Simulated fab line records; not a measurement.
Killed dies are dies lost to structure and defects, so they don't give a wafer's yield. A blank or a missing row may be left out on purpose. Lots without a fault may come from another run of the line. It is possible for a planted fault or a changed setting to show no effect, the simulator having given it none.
Check for tools in common -- flow sfq_line -- 48 wafers sampled across 16 lots

== WHAT PROMPTED THE OPENING ==
At SFQ_R5_OVL_MEAS_935 the reading R5_OVL is flagged on 4 of 16 lots. No-fault wafers: -2 nm, standard deviation 5.5.
Rule: a lot is flagged when every wafer of it that has a number lies more than 4 standard deviations from that mean, or none has a number. The rest of the lots are taken to be sound.

lot,measured,on,"R5_OVL (nm), wafer by wafer",flag
L279,day 54 13:49,overlay-01,-11 -7 -2,
L280,day 55 01:49,overlay-02,0 6 0,
L281,day 55 12:38,overlay-01,-2 -1 0,
L282,day 55 22:14,overlay-02,5 -2 6,
L284,day 56 07:50,overlay-02,-2 -6 4,
L287,day 58 13:24,overlay-02,0 -1 1,
L288,day 58 21:48,overlay-02,6 3 4,
L289,day 59 05:01,overlay-02,0 -4 -7,
L290,day 59 12:12,overlay-01,-1 -9 -2,
L291,day 60 02:35,overlay-01,55 56 53,FLAGGED
L292,day 60 06:11,overlay-01,41 50 48,FLAGGED
L293,day 60 09:48,overlay-02,39 49 47,FLAGGED
L294,day 62 04:40,overlay-02,44 45 45,FLAGGED
L299,day 64 09:36,overlay-02,-3 -6 -11,
L300,day 64 21:36,overlay-01,-8 -10 -10,
L301,day 64 22:47,overlay-02,-5 0 -3,
The numbers of the flagged lots are 48 nm on average: +50 nm against the usual, or +9 standard deviations.

== WHICH TOOL RAN EACH LOT ==
The record holds 1 process step before the reading, out of a route of 325 steps. Cell contents, in order: the tool; ch with the chambers the sampled wafers went through; the start.
lot,flag,SFQ_TRILAYER_R5_LITHO_EXPOSE_137
L279,,"krf_scanner-01 ch 0, day 54 12:19"
L280,,"krf_scanner-01 ch 0, day 55 00:19"
L281,,"krf_scanner-01 ch 0, day 55 11:19"
L282,,"krf_scanner-01 ch 0, day 55 21:19"
L284,,"krf_scanner-01 ch 0, day 56 06:43"
L287,,"krf_scanner-02 ch 0, day 58 12:17"
L288,,"krf_scanner-02 ch 0, day 58 20:29"
L289,,"krf_scanner-02 ch 0, day 59 04:05"
L290,,"krf_scanner-02 ch 0, day 59 10:53"
L291,FLAGGED,"krf_scanner-02 ch 0, day 60 01:05"
L292,FLAGGED,"krf_scanner-02 ch 0, day 60 04:41"
L293,FLAGGED,"krf_scanner-02 ch 0, day 60 08:41"
L294,FLAGGED,"krf_scanner-02 ch 0, day 62 03:10"
L299,,"krf_scanner-01 ch 0, day 64 08:17"
L300,,"krf_scanner-01 ch 0, day 64 20:17"
L301,,"krf_scanner-01 ch 0, day 64 21:17"
What these steps do:
- SFQ_TRILAYER_R5_LITHO_EXPOSE_137: exposes mask R5, target cd 500 nm.
- SFQ_R5_OVL_MEAS_935

== FLAGGED AGAINST TOTAL, ONE TOOL AT A TIME (gauges that did the reading follow at the end) ==
step,tool,lots run,flagged,share of the flagged lots,sound lots run after its first flagged lot
SFQ_TRILAYER_R5_LITHO_EXPOSE_137,krf_scanner-01,8,0,none,-
SFQ_TRILAYER_R5_LITHO_EXPOSE_137,krf_scanner-02,8,4,all,0
SFQ_R5_OVL_MEAS_935,overlay-01,6,2,some,1 (L300)
SFQ_R5_OVL_MEAS_935,overlay-02,10,2,some,"2 (L299,L301)"

== WHAT THE TABLE ALLOWS ==
1 row of the table ran every flagged lot: krf_scanner-02 at SFQ_TRILAYER_R5_LITHO_EXPOSE_137.
- krf_scanner-02 at SFQ_TRILAYER_R5_LITHO_EXPOSE_137 ran 8 lots, 4 of them flagged. A fault beginning between L290 (day 59 10:53), its last sound lot, and L291 (day 60 01:05), its first flagged one, fits the data.
One tool is left: krf_scanner-02 at SFQ_TRILAYER_R5_LITHO_EXPOSE_137.

== WHAT THE SIMULATOR HAD INSERTED ==
Scanner matching overlay: krf_scanner-02, from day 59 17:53 on, at SFQ_TRILAYER_R5_LITHO_EXPOSE_137. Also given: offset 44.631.
Struck lots among those shown: L291, L292, L293, L294. The rule above found the same.
